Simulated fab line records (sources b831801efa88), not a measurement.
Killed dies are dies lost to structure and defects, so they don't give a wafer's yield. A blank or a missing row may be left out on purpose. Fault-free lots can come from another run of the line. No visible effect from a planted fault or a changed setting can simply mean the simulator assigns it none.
fab line records -- flow sky130
record lots=12, wafers=36, last-day=50
route steps=708 shown PWDE@55 VT_ADJUST_HVTP@94 VT_ADJUST_LVTN@107 VT_ADJUST_NCORE@127
lots that met no fault: taken from a fault-free run of the same line
start-h: the number of hours between the record's first day and the start of the first shown wafer of the lot -- wait-h: hours since the lot's step before -- " the same as in the row above -- L1.1+2: a single row standing in for several wafers -- - no value present, or no start provided -- * or withheld: withheld -- < > ~ a bound
route shown NAME@n: names a module that has steps shown in the file, with the first one's number in the route -- usual: mean/standard deviation taken from wafers without a fault -- same: alike in all rows -- chamber/n: place in a boat -- sites: each site's reading -- _std_site: their standard deviation -- _edge_site: the outer-site mean with the inner-site mean subtracted -- radius-mm: for every site, how far away it sits from the centre of the wafer -- mask NAME#n: copy n -- behind: the most recent tool/chamber to have shaped the wafer -- hold: reason for holding the lot/hours on hold/outcome of the hold -- device: names the non-switching transistor (n, p or np) -- end of line: the route-end tests of the same wafers -- step lacking rows: just its recipe -- killed: not the wafer's yield, but the dies lost to structure and defects at the first sort -- map: the dies of a wafer, with x for killed, . for not killed, _ for no die there
set.NAME: setting as actually run; set.NAME@STEP: the setting as run at that earlier step -- model.NAME: the simulator's own value behind a step, which no gauge read
one table for each step of the route and one row for each wafer, over a sample of lots
services: the hour from which a tool's chamber was out of use, counted from the record's first day as start-h (under 0 if before that day), plus the number of hours and why
## steps
# step SKY_PWDE_TW_MEAS_10
# usual PWDE_TW=377.6/1.8
lot.wafer,tool,chamber,start-h,wait-h,PWDE_TW
L823.3,film-metro-02,-,71.34,0.1,380.1
L823.4,film-metro-02,-,71.34,0.1,377.6
L823.6,film-metro-02,-,71.34,0.1,379.1
L824.1,film-metro-04,-,78.46,0.1,376.2
L824.2,film-metro-04,-,78.46,0.1,376.6
L824.4,film-metro-04,-,78.46,0.1,376.9
L826.1,film-metro-04,-,85.27,0.1,376.2
L826.4,film-metro-04,-,85.27,0.1,377.6
L826.5,film-metro-04,-,85.27,0.1,376.5
L825.3,film-metro-04,-,85.94,0.1,376.0
L825.4,film-metro-04,-,85.94,0.1,377.5
L825.6,film-metro-04,-,85.94,0.1,379.2
L827.2,film-metro-03,-,91.12,0.1,374.8
L827.5,film-metro-03,-,91.12,0.1,375.5
L827.6,film-metro-03,-,91.12,0.1,378.3
L828.1,film-metro-03,-,98.37,0.1,376.0
L828.2,film-metro-03,-,98.37,0.1,376.8
L828.6,film-metro-03,-,98.37,0.1,377.1
L836.3,film-metro-04,-,142.44,0.1,376.9
L836.4,film-metro-04,-,142.44,0.1,377.9
L836.6,film-metro-04,-,142.44,0.1,375.0
L837.1,film-metro-03,-,145.47,0.1,375.2
L837.4,film-metro-03,-,145.47,0.1,375.1
L837.6,film-metro-03,-,145.47,0.1,377.3
L839.1,film-metro-03,-,157.57,0.1,376.7
L839.3,film-metro-03,-,157.57,0.1,374.3
L839.6,film-metro-03,-,157.57,0.1,377.0
L840.3,film-metro-02,-,164.39,0.1,378.8
L840.4,film-metro-02,-,164.39,0.1,375.1
L840.6,film-metro-02,-,164.39,0.1,379.3
L842.2,film-metro-03,-,175.13,0.1,377.9
L842.5,film-metro-03,-,175.13,0.1,375.0
L842.6,film-metro-03,-,175.13,0.1,376.5
L845.2,film-metro-02,-,207.43,0.1,379.1
L845.5,film-metro-02,-,207.43,0.1,378.4
L845.6,film-metro-02,-,207.43,0.1,379.9
# step SKY_VT_ADJUST_HVTP_IMPLANT_09
# recipe species=As, energy-kev=150, dose-cm2=4.3e+12, tilt-deg=withheld
# usual beam-energy-keV=150.00/0.043
# same implant-ion-amu=75
lot.wafer,tool,chamber,start-h,wait-h,beam-energy-keV
L823.3,implanter-01,0,125.16,0.1,150.05
L823.4,implanter-01,0,125.16,0.1,150.02
L823.6,implanter-01,0,125.16,0.1,149.95
L824.1,implanter-04,0,133.29,0.0,150.00
L824.2,implanter-04,0,133.29,0.0,150.00
L824.4,implanter-04,0,133.29,0.0,149.97
L826.1,implanter-03,0,141.12,0.1,149.94
L826.4,implanter-03,0,141.12,0.1,149.89
L826.5,implanter-03,0,141.12,0.1,149.97
L825.3,implanter-03,0,141.74,0.1,150.03
L825.4,implanter-03,0,141.74,0.1,150.03
L825.6,implanter-03,0,141.74,0.1,150.02
L827.2,implanter-04,0,146.51,0.0,150.08
L827.5,implanter-04,0,146.51,0.0,150.01
L827.6,implanter-04,0,146.51,0.0,150.11
L828.1,implanter-04,0,155.28,0.0,149.97
L828.2,implanter-04,0,155.28,0.0,150.07
L828.6,implanter-04,0,155.28,0.0,150.02
L836.3,implanter-04,0,202.39,0.1,161.85
L836.4,implanter-04,0,202.39,0.1,161.88
L836.6,implanter-04,0,202.39,0.1,161.87
L837.1,implanter-04,0,206.54,0.0,161.87
L837.4,implanter-04,0,206.54,0.0,161.89
L837.6,implanter-04,0,206.54,0.0,161.90
L839.1,implanter-01,0,221.39,0.0,149.95
L839.3,implanter-01,0,221.39,0.0,149.98
L839.6,implanter-01,0,221.39,0.0,149.96
L840.3,implanter-03,0,227.78,0.1,149.97
L840.4,implanter-03,0,227.78,0.1,150.01
L840.6,implanter-03,0,227.78,0.1,150.02
L842.2,implanter-03,0,241.26,0.0,149.98
L842.5,implanter-03,0,241.26,0.0,149.99
L842.6,implanter-03,0,241.26,0.0,150.04
L845.2,implanter-01,0,274.16,0.0,149.96
L845.5,implanter-01,0,274.16,0.0,149.99
L845.6,implanter-01,0,274.16,0.0,149.96
# step SKY_VT_ADJUST_HVTP_TW_MEAS_11
# usual VT_ADJUST_HVTP_TW=1363/8.2
lot.wafer,tool,chamber,start-h,wait-h,VT_ADJUST_HVTP_TW
L823.3,film-metro-04,-,125.38,0.1,1356
L823.4,film-metro-04,-,125.38,0.1,1364
L823.6,film-metro-04,-,125.38,0.1,1368
L824.1,film-metro-03,-,133.54,0.1,1364
L824.2,film-metro-03,-,133.54,0.1,1365
L824.4,film-metro-03,-,133.54,0.1,1372
L826.1,film-metro-04,-,141.37,0.1,1358
L826.4,film-metro-04,-,141.37,0.1,1366
L826.5,film-metro-04,-,141.37,0.1,1365
L825.3,film-metro-03,-,141.96,0.1,1363
L825.4,film-metro-03,-,141.96,0.1,1376
L825.6,film-metro-03,-,141.96,0.1,1370
L827.2,film-metro-04,-,146.74,0.1,1374
L827.5,film-metro-04,-,146.74,0.1,1370
L827.6,film-metro-04,-,146.74,0.1,1372
L828.1,film-metro-04,-,155.53,0.1,1373
L828.2,film-metro-04,-,155.53,0.1,1373
L828.6,film-metro-04,-,155.53,0.1,1362
L836.3,film-metro-03,-,202.61,0.1,1394
L836.4,film-metro-03,-,202.61,0.1,1404
L836.6,film-metro-03,-,202.61,0.1,1395
L837.1,film-metro-01,-,206.79,0.1,1374
L837.4,film-metro-01,-,206.79,0.1,1377
L837.6,film-metro-01,-,206.79,0.1,1380
L839.1,film-metro-03,-,221.64,0.1,1370
L839.3,film-metro-03,-,221.64,0.1,1365
L839.6,film-metro-03,-,221.64,0.1,1368
L840.3,film-metro-04,-,228.00,0.1,1371
L840.4,film-metro-04,-,228.00,0.1,1371
L840.6,film-metro-04,-,228.00,0.1,1364
L842.2,film-metro-01,-,241.50,0.1,1353
L842.5,film-metro-01,-,241.50,0.1,1354
L842.6,film-metro-01,-,241.50,0.1,1360
L845.2,film-metro-01,-,274.39,0.1,1375
L845.5,film-metro-01,-,274.39,0.1,1368
L845.6,film-metro-01,-,274.39,0.1,1367
# step SKY_VT_ADJUST_LVTN_TW_MEAS_10
# usual VT_ADJUST_LVTN_TW=242.5/1.6
lot.wafer,tool,chamber,start-h,wait-h,VT_ADJUST_LVTN_TW
L823.3,film-metro-03,-,144.19,0.1,242.4
L823.4,film-metro-03,-,144.19,0.1,243.9
L823.6,film-metro-03,-,144.19,0.1,242.4
L824.1,film-metro-01,-,152.82,0.1,242.5
L824.2,film-metro-01,-,152.82,0.1,242.4
L824.4,film-metro-01,-,152.82,0.1,241.6
L826.1,film-metro-03,-,160.12,0.1,243.9
L826.4,film-metro-03,-,160.12,0.1,242.7
L826.5,film-metro-03,-,160.12,0.1,242.0
L825.3,film-metro-01,-,160.24,0.1,243.0
L825.4,film-metro-01,-,160.24,0.1,240.8
L825.6,film-metro-01,-,160.24,0.1,242.8
L827.2,film-metro-03,-,164.94,0.1,244.0
L827.5,film-metro-03,-,164.94,0.1,243.4
L827.6,film-metro-03,-,164.94,0.1,244.3
L828.1,film-metro-01,-,174.12,0.1,239.3
L828.2,film-metro-01,-,174.12,0.1,239.5
L828.6,film-metro-01,-,174.12,0.1,240.0
L836.3,film-metro-03,-,225.29,0.1,243.8
L836.4,film-metro-03,-,225.29,0.1,243.5
L836.6,film-metro-03,-,225.29,0.1,244.0
L837.1,film-metro-01,-,228.92,0.1,239.8
L837.4,film-metro-01,-,228.92,0.1,239.6
L837.6,film-metro-01,-,228.92,0.1,240.6
L839.1,film-metro-03,-,243.22,0.1,243.6
L839.3,film-metro-03,-,243.22,0.1,244.2
L839.6,film-metro-03,-,243.22,0.1,243.9
L840.3,film-metro-01,-,250.14,0.1,243.4
L840.4,film-metro-01,-,250.14,0.1,243.0
L840.6,film-metro-01,-,250.14,0.1,243.2
L842.2,film-metro-03,-,262.98,0.1,244.5
L842.5,film-metro-03,-,262.98,0.1,243.1
L842.6,film-metro-03,-,262.98,0.1,243.3
L845.2,film-metro-03,-,299.28,0.1,243.9
L845.5,film-metro-03,-,299.28,0.1,243.9
L845.6,film-metro-03,-,299.28,0.1,245.0
# step SKY_VT_ADJUST_NCORE_OVL_MEAS_08
# usual VT_ADJUST_NCORE_OVL=0.6/1.6
lot.wafer,tool,chamber,start-h,wait-h,VT_ADJUST_NCORE_OVL[nm]
L823.3,overlay-02,-,183.12,0.1,2.4
L823.4,overlay-02,-,183.12,0.1,2.5
L823.6,overlay-02,-,183.12,0.1,3.0
L824.1,overlay-02,-,191.55,0.1,1.4
L824.2,overlay-02,-,191.55,0.1,1.8
L824.4,overlay-02,-,191.55,0.1,2.8
L826.1,overlay-01,-,199.85,0.1,1.9
L826.4,overlay-01,-,199.85,0.1,0.1
L826.5,overlay-01,-,199.85,0.1,1.8
L825.3,overlay-01,-,200.46,0.1,-2.0
L825.4,overlay-01,-,200.46,0.1,-0.2
L825.6,overlay-01,-,200.46,0.1,-2.0
L827.2,overlay-01,-,207.20,0.1,-4.3
L827.5,overlay-01,-,207.20,0.1,-3.0
L827.6,overlay-01,-,207.20,0.1,-3.3
L828.1,overlay-01,-,216.05,0.1,0.8
L828.2,overlay-01,-,216.05,0.1,0.4
L828.6,overlay-01,-,216.05,0.1,0.5
L836.3,overlay-01,-,267.81,0.1,2.7
L836.4,overlay-01,-,267.81,0.1,2.4
L836.6,overlay-01,-,267.81,0.1,3.1
L837.1,overlay-01,-,272.56,0.1,2.5
L837.4,overlay-01,-,272.56,0.1,4.4
L837.6,overlay-01,-,272.56,0.1,2.9
L839.1,overlay-01,-,288.95,0.1,1.5
L839.3,overlay-01,-,288.95,0.1,1.5
L839.6,overlay-01,-,288.95,0.1,3.7
L840.3,overlay-02,-,296.12,0.1,2.4
L840.4,overlay-02,-,296.12,0.1,2.7
L840.6,overlay-02,-,296.12,0.1,0.9
L842.2,overlay-02,-,310.95,0.1,1.9
L842.5,overlay-02,-,310.95,0.1,1.6
L842.6,overlay-02,-,310.95,0.1,1.4
L845.2,overlay-02,-,350.51,0.1,0.8
L845.5,overlay-02,-,350.51,0.1,1.3
L845.6,overlay-02,-,350.51,0.1,0.3
## services
tool,chamber,start-h,hours,kind
implanter-01,-,129.20,1.8,repair
implanter-03,-,131.34,3.6,repair
implanter-01,-,136.49,1.4,repair
implanter-04,-,136.84,6.5,repair
implanter-03,-,150.37,3.1,pm
implanter-01,-,160.91,4.4,repair
implanter-01,-,198.62,1.7,repair
implanter-03,-,200.37,8.5,pm
implanter-01,-,243.16,2.4,repair
## key
first-sign step=SKY_VT_ADJUST_HVTP_IMPLANT_09, reading=beam-energy-keV, direction=up, sigmas=99+, usual=*, struck=*
effect step=SKY_VT_ADJUST_HVTP_TW_MEAS_11, reading=VT_ADJUST_HVTP_TW, direction=up, sigmas=3, usual=1363, struck=1387
met-at SKY_VT_ADJUST_HVTP_IMPLANT_09
struck-lots L836,L837
tester-left-out L836,L837
not-acting-at SKY_PWDE_TW_MEAS_10,SKY_VT_ADJUST_LVTN_TW_MEAS_10,SKY_VT_ADJUST_NCORE_OVL_MEAS_08
onset-between 155.28 202.39
fault kind=process-parameter-drift, tool=implanter-04, chamber=-, onset-h=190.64, steps=SKY_VT_ADJUST_HVTP_IMPLANT_09, channel=energy-kev, offset=*, shape=step, end-h=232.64, acts-in=*, stated=*
# tester-left-out: of these lots the tester's yield and bins aren't shown, on N5 and GAA mostly nor the transistor test; their killed dies are dies lost to structure and defects alone, not to doping, threshold or leakage, so they don't give the yield
